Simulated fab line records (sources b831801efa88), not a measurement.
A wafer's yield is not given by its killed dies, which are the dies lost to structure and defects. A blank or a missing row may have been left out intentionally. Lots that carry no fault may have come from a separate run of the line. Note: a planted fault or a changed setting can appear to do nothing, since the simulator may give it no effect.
fab line records	flow gf180mcu
record lots=14	wafers=42	lastDay=34
route steps=602 shown V1@349 M2@363 V3@433
lots that met no fault: from a run of the same line without faults
startH: hours from the record's opening day to when the first of the lot's shown wafers began	waitH: hours elapsed since this lot's preceding step	" unchanged from the row above	L1.1+2: several wafers, shown together as one row	- either no value or no given start	* or withheld: withheld	< > ~ a bound
route shown NAME@n: a module of which the file shows steps, and the number in the route of the first	usual: mean/standard deviation taken from wafers without a fault	same: alike in all rows	chamber/n: place in a boat	sites: each site's reading	_std_site: how widely they spread, as a standard deviation	_edge_site: inner sites' mean taken away from outer sites' mean	radiusMm: for every site, how far away it sits from the centre of the wafer	mask NAME#n: copy n	behind: the last tool/chamber to shape the wafer	hold: reason for holding the lot/hours on hold/outcome of the hold	device: the transistor (n, p or np) that didn't switch	end of line: the tests these same wafers got at the end of their route	a step with no rows: only its recipe	killed: not the wafer's yield, but the dies lost to structure and defects at the first sort	map: a wafer's dies, x killed, . not, _ none there
set.NAME: the setting the step ran with; set.NAME@STEP: the setting that earlier step ran with	model.NAME: the simulator's own value behind a step, which no gauge read
a sample of lots followed through the steps of the route, with each step as a table and each wafer as a row
services: a tool's chamber out of use, with start hour (startH, from the record's first day; less than 0 if before it), hours out, and reason
## steps
# step GF_V1_CD_MEAS_14
# recipe targetCdNm=260
# usual cdNm=260.0/1.4
lot.wafer	tool	chamber	startH	waitH	cdNm
L405.1	cdSem-02	-	431.15	0.1	262.5
L405.3	"	-	"	"	263.0
L405.6	"	-	"	"	262.7
L406.2	cdSem-02	-	438.62	0.1	260.3
L406.4	"	-	"	"	260.2
L406.6	"	-	"	"	260.1
L407.3	cdSem-02	-	448.93	0.1	258.6
L407.4	"	-	"	"	256.8
L407.5	"	-	"	"	257.0
L408.1	cdSem-01	-	450.45	0.1	260.3
L408.4	"	-	"	"	259.0
L408.6	"	-	"	"	259.7
L411.1	cdSem-02	-	466.24	0.1	259.2
L411.2	"	-	"	"	257.8
L411.5	"	-	"	"	258.6
L410.2	cdSem-02	-	471.67	0.1	260.3
L410.3	"	-	"	"	261.2
L410.6	"	-	"	"	260.6
L413.1	cdSem-02	-	486.24	0.1	259.7
L413.3	"	-	"	"	260.8
L413.6	"	-	"	"	260.2
L412.1	cdSem-02	-	495.39	0.1	260.8
L412.2	"	-	"	"	261.4
L412.5	"	-	"	"	261.1
L420.3	cdSem-02	-	544.03	0.1	260.1
L420.5	"	-	"	"	259.0
L420.6	"	-	"	"	259.6
L421.2	cdSem-01	-	550.21	0.1	258.6
L421.3	"	-	"	"	257.7
L421.5	"	-	"	"	258.5
L425.2	cdSem-02	-	581.21	0.1	260.3
L425.4	"	-	"	"	260.4
L425.6	"	-	"	"	260.3
L426.2	cdSem-01	-	583.36	0.1	259.2
L426.3	"	-	"	"	259.9
L426.4	"	-	"	"	260.7
L427.2	cdSem-01	-	591.42	0.1	259.7
L427.3	"	-	"	"	260.7
L427.6	"	-	"	"	259.5
L428.4	cdSem-02	-	597.15	0.1	259.9
L428.5	"	-	"	"	259.9
L428.6	"	-	"	"	260.8
# step GF_M2_SPUTTER_01
# recipe material=TiN	targetThkNm=30	powerW=6500	timeS=25	chamberPressurePa=0.4
# usual cathodeDcPowerW=6500.1/1.1	chamberPressurePa=0.4000/0.00084	throttleValvePct=29.6/1.3
lot.wafer	tool	chamber	startH	waitH	cathodeDcPowerW	chamberPressurePa	throttleValvePct
L405.1	pvdSputter-01	-	432.76	0.1	6500.4	0.4001	30.9
L405.3	"	-	"	"	6501.5	0.4008	29.2
L405.6	"	-	"	"	6499.3	0.3997	26.6
L406.2	pvdSputter-01	-	440.26	0.1	6500.9	0.3999	29.1
L406.4	"	-	"	"	6498.8	0.3999	30.8
L406.6	"	-	"	"	6501.4	0.3995	26.9
L407.3	pvdSputter-02	-	450.50	0.1	6501.9	0.4004	29.1
L407.4	"	-	"	"	6499.9	0.4009	28.8
L407.5	"	-	"	"	6499.6	0.3983	30.0
L408.1	pvdSputter-01	-	452.06	0.1	6499.9	0.4005	29.7
L408.4	"	-	"	"	6499.6	0.3995	29.2
L408.6	"	-	"	"	6500.1	0.3995	27.0
L411.1	pvdSputter-04	-	467.88	0.1	6497.7	0.3993	31.2
L411.2	"	-	"	"	6499.6	0.4009	30.6
L411.5	"	-	"	"	6499.7	0.4005	29.7
L410.2	pvdSputter-01	-	473.29	0.1	6499.4	0.3996	29.6
L410.3	"	-	"	"	6499.8	0.4010	26.8
L410.6	"	-	"	"	6500.5	0.3995	30.8
L413.1	pvdSputter-01	-	487.85	0.1	6500.1	0.4006	26.7
L413.3	"	-	"	"	6500.1	0.4000	29.6
L413.6	"	-	"	"	6501.7	0.4006	29.6
L412.1	pvdSputter-02	-	497.01	0.1	6501.2	0.4014	29.1
L412.2	"	-	"	"	6500.3	0.4007	30.1
L412.5	"	-	"	"	6500.1	0.3997	29.8
L420.3	pvdSputter-02	-	545.79	0.1	6499.9	0.3992	31.2
L420.5	"	-	"	"	6500.6	0.3994	28.9
L420.6	"	-	"	"	6499.7	0.4004	29.3
L421.2	pvdSputter-04	-	551.86	0.1	6501.3	0.3980	31.1
L421.3	"	-	"	"	6501.2	0.3999	30.9
L421.5	"	-	"	"	6498.9	0.4010	30.0
L425.2	pvdSputter-04	-	582.80	0.1	-	-	-
L425.4	"	-	"	"	-	-	-
L425.6	"	-	"	"	-	-	-
L426.2	pvdSputter-01	-	584.95	0.1	-	-	-
L426.3	"	-	"	"	-	-	-
L426.4	"	-	"	"	-	-	-
L427.2	pvdSputter-04	-	593.01	0.1	6500.4	0.3999	30.7
L427.3	"	-	"	"	6498.7	0.3992	31.2
L427.6	"	-	"	"	6501.6	0.4003	30.9
L428.4	pvdSputter-01	-	599.04	0.1	6501.3	0.4010	29.7
L428.5	"	-	"	"	6499.6	0.3996	29.1
L428.6	"	-	"	"	6501.9	0.4001	30.8
# step GF_M2_OVL_MEAS_15
# usual M2_OVL=-1/6.4
lot.wafer	tool	chamber	startH	waitH	M2_OVL[nm]
L405.1	overlay-02	-	457.26	0.1	3
L405.3	"	-	"	"	-2
L405.6	"	-	"	"	-1
L406.2	overlay-01	-	464.41	0.1	-6
L406.4	"	-	"	"	-10
L406.6	"	-	"	"	-7
L407.3	overlay-02	-	475.56	0.1	-9
L407.4	"	-	"	"	-2
L407.5	"	-	"	"	-1
L408.1	overlay-01	-	476.36	0.1	-4
L408.4	"	-	"	"	1
L408.6	"	-	"	"	-2
L411.1	overlay-01	-	492.41	0.1	3
L411.2	"	-	"	"	-6
L411.5	"	-	"	"	1
L410.2	overlay-01	-	497.67	0.1	6
L410.3	"	-	"	"	0
L410.6	"	-	"	"	3
L413.1	overlay-02	-	511.31	0.1	-9
L413.3	"	-	"	"	-2
L413.6	"	-	"	"	-5
L412.1	overlay-02	-	520.05	0.1	-1
L412.2	"	-	"	"	2
L412.5	"	-	"	"	0
L420.3	overlay-01	-	567.57	0.1	-11
L420.5	"	-	"	"	-15
L420.6	"	-	"	"	-6
L421.2	overlay-02	-	573.37	0.1	11
L421.3	"	-	"	"	5
L421.5	"	-	"	"	8
L425.2	overlay-01	-	603.76	0.1	-16
L425.4	"	-	"	"	-8
L425.6	"	-	"	"	-11
L426.2	overlay-01	-	606.46	0.1	7
L426.3	"	-	"	"	4
L426.4	"	-	"	"	5
L427.2	overlay-02	-	614.16	0.1	10
L427.3	"	-	"	"	-2
L427.6	"	-	"	"	13
L428.4	overlay-01	-	619.48	0.1	-3
L428.5	"	-	"	"	6
L428.6	"	-	"	"	1
# step GF_M2_METAL_ETCH_16
# recipe chemistry=Cl2/BCl3	maskMaterial=KrF	targetDepthNm=627.5	stopOn=SiO2	pressureMtorr=8	icpW=800	biasW=140	Cl2_flow_sccm=80	bcl3FlowSccm=40	timeS=104.6
# usual drypumpMotorCurrentA=5.9/0.45	oesProductAu=0.972/0.0059	throttleValvePct=28.250/0.011
lot.wafer	tool	chamber	startH	waitH	drypumpMotorCurrentA	oesProductAu	rfHoursCounterH	throttleValvePct
L405.1	rieMetal-03	0	457.29	0.0	5.5	0.977	5	28.255
L405.3	"	0	"	"	5.5	0.974	-	28.241
L405.6	"	0	"	"	5.5	0.979	-	28.241
L406.2	rieMetal-02	0	464.44	0.0	5.9	0.977	5	28.228
L406.4	"	1	"	"	6.0	0.972	-	28.253
L406.6	"	0	"	"	5.9	0.986	-	28.245
L407.3	rieMetal-01	1	475.63	0.1	5.8	0.970	-	28.252
L407.4	"	0	"	"	6.6	0.962	-	28.258
L407.5	"	0	"	"	6.6	0.973	-	28.262
L408.1	rieMetal-03	1	476.40	0.0	5.1	0.971	11	28.234
L408.4	"	0	"	"	5.6	0.975	-	28.248
L408.6	"	0	"	"	5.6	0.985	-	28.233
L411.1	rieMetal-01	0	492.44	0.0	6.6	0.972	5	28.265
L411.2	"	1	"	"	5.8	0.971	8	28.234
L411.5	"	0	"	"	6.6	0.966	-	28.268
L410.2	rieMetal-02	0	497.74	0.1	5.8	0.974	-	28.241
L410.3	"	0	"	"	5.8	0.980	-	28.243
L410.6	"	0	"	"	5.8	0.992	-	28.242
L413.1	rieMetal-03	0	511.35	0.0	5.6	0.977	6	28.253
L413.3	"	1	"	"	5.1	0.981	-	28.234
L413.6	"	0	"	"	5.6	0.976	-	28.237
L412.1	rieMetal-03	0	520.09	0.0	5.6	0.972	6	28.249
L412.2	"	1	"	"	5.1	0.973	12	28.246
L412.5	"	1	"	"	5.1	0.972	-	28.265
L420.3	rieMetal-03	1	567.63	0.1	5.1	0.975	-	28.257
L420.5	"	0	"	"	5.6	0.970	-	28.256
L420.6	"	1	"	"	5.1	0.973	-	28.247
L421.2	rieMetal-01	1	573.40	0.0	5.9	0.976	10	28.232
L421.3	"	1	"	"	5.8	0.970	-	28.244
L421.5	"	0	"	"	6.6	0.967	-	28.257
L425.2	rieMetal-03	1	603.79	0.0	5.1	0.945	2	28.284
L425.4	"	1	"	"	5.1	0.944	-	28.279
L425.6	"	1	"	"	5.1	0.943	-	28.268
L426.2	rieMetal-01	1	606.49	0.0	5.9	0.944	11	28.272
L426.3	"	1	"	"	5.8	0.944	-	28.266
L426.4	"	0	"	"	6.6	0.947	-	28.283
L427.2	rieMetal-02	1	614.19	0.0	6.0	0.977	3	28.246
L427.3	"	1	"	"	6.1	0.979	-	28.253
L427.6	"	1	"	"	6.1	0.984	-	28.248
L428.4	rieMetal-03	1	619.54	0.0	5.1	0.968	-	28.240
L428.5	"	0	"	"	5.6	0.966	-	28.246
L428.6	"	1	"	"	5.1	0.963	-	28.261
# step GF_V3_CMP_04
# recipe material=SiO2	downForcePsi=4	platenRpm=60	padVelocityMS=0.94248
# usual motorCurrentA=11.5/0.67	timeToEndpointS=81/5.5
lot.wafer	tool	chamber	startH	waitH	motorCurrentA	timeToEndpointS
L405.3	cmp-02	0	509.59	0.0	11.4	72
L405.1	"	1	"	"	12.6	73
L405.6	"	0	"	"	11.7	82
L406.4	cmp-02	0	521.39	0.7	11.7	86
L406.2	"	1	"	"	12.5	83
L406.6	"	3	"	"	12.1	89
L407.3	cmp-02	2	527.23	0.1	10.7	82
L407.4	"	3	"	"	11.8	91
L407.5	"	0	"	"	11.3	83
L408.1	cmp-02	0	527.74	0.1	11.7	85
L408.4	"	3	"	"	12.2	87
L408.6	"	1	"	"	12.0	84
L411.1	cmp-02	0	544.35	0.1	12.2	74
L411.2	"	2	"	"	10.9	78
L411.5	"	3	"	"	11.8	89
L410.3	cmp-02	3	547.24	0.2	11.5	87
L410.2	"	1	"	"	12.2	84
L410.6	"	3	"	"	11.5	94
L413.1	cmp-02	0	560.77	0.1	12.0	79
L413.3	"	1	"	"	12.5	81
L413.6	"	3	"	"	11.8	89
L412.2	cmp-02	1	569.75	0.0	13.0	83
L412.1	"	2	"	"	11.3	76
L412.5	"	1	"	"	12.0	83
L420.3	cmp-01	1	613.93	0.1	10.6	77
L420.6	"	3	"	"	11.8	85
L420.5	"	0	"	"	10.6	89
L421.2	cmp-02	3	623.35	0.0	11.4	82
L421.3	"	0	"	"	12.0	76
L421.5	"	3	"	"	11.9	85
L427.3	cmp-02	0	658.54	0.0	11.4	77
L427.2	"	3	"	"	12.2	78
L427.6	"	1	"	"	12.5	80
L428.4	cmp-02	3	663.49	0.1	12.0	90
L428.5	"	1	"	"	12.5	84
L428.6	"	2	"	"	10.7	81
## services
tool	chamber	startH	hours	kind
rieMetal-03	-	416.71	14.6	pm
cmp-02	-	417.41	3.9	pm
pvdSputter-01	-	422.88	2.7	repair
pvdSputter-04	-	426.54	1.9	repair
pvdSputter-02	-	430.37	0.5	repair
rieMetal-03	-	437.51	0.4	repair
cmp-02	-	441.53	0.6	repair
rieMetal-03	-	443.68	2.8	pm
pvdSputter-04	-	444.66	3.8	repair
pvdSputter-02	-	445.12	3.2	repair
rieMetal-02	0	450.39	8.3	repair
rieMetal-03	1	466.02	1.2	repair
rieMetal-03	-	478.66	1.9	repair
rieMetal-03	-	493.97	0.5	repair
pvdSputter-01	-	527.12	4.0	repair
pvdSputter-02	-	535.58	4.0	repair
pvdSputter-04	-	561.00	1.6	repair
rieMetal-02	1	562.70	5.3	repair
cmp-02	-	577.35	4.4	repair
pvdSputter-04	-	618.24	2.5	repair
cmp-02	-	625.60	4.6	repair
cmp-02	-	639.51	4.0	pm
pvdSputter-04	-	646.31	5.4	repair
rieMetal-03	-	655.51	1.4	pm
## key
firstSign step=GF_M2_SPUTTER_01	reading=toolRecord	direction=missing
effect step=GF_M2_METAL_ETCH_16	reading=oesProductAu	direction=down	sigmas=4.6	usual=0.972	struck=0.945
metAt GF_M2_SPUTTER_01
struckLots L425,L426
laterRowsLeftOut L425.2,L425.4,L425.6,L426.2,L426.3,L426.4
sortLeftOut L425.2,L425.4,L425.6,L426.2,L426.3,L426.4
notActingAt GF_V1_CD_MEAS_14,GF_M2_OVL_MEAS_15,GF_V3_CMP_04
onsetBetween 551.86 582.80
fault kind=skippedStepWhole	tool=pvdSputter-01,pvdSputter-04	chamber=-	onsetH=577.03	steps=GF_M2_SPUTTER_01	scope=struckLotsOnly
# sortLeftOut: the simulated sort isn't trusted on such a fault, so these wafers' sort isn't shown, and their yield isn't known
# laterRowsLeftOut: the simulator's readings of these wafers behind a module that went badly wrong aren't trusted and aren't shown, but for the sort
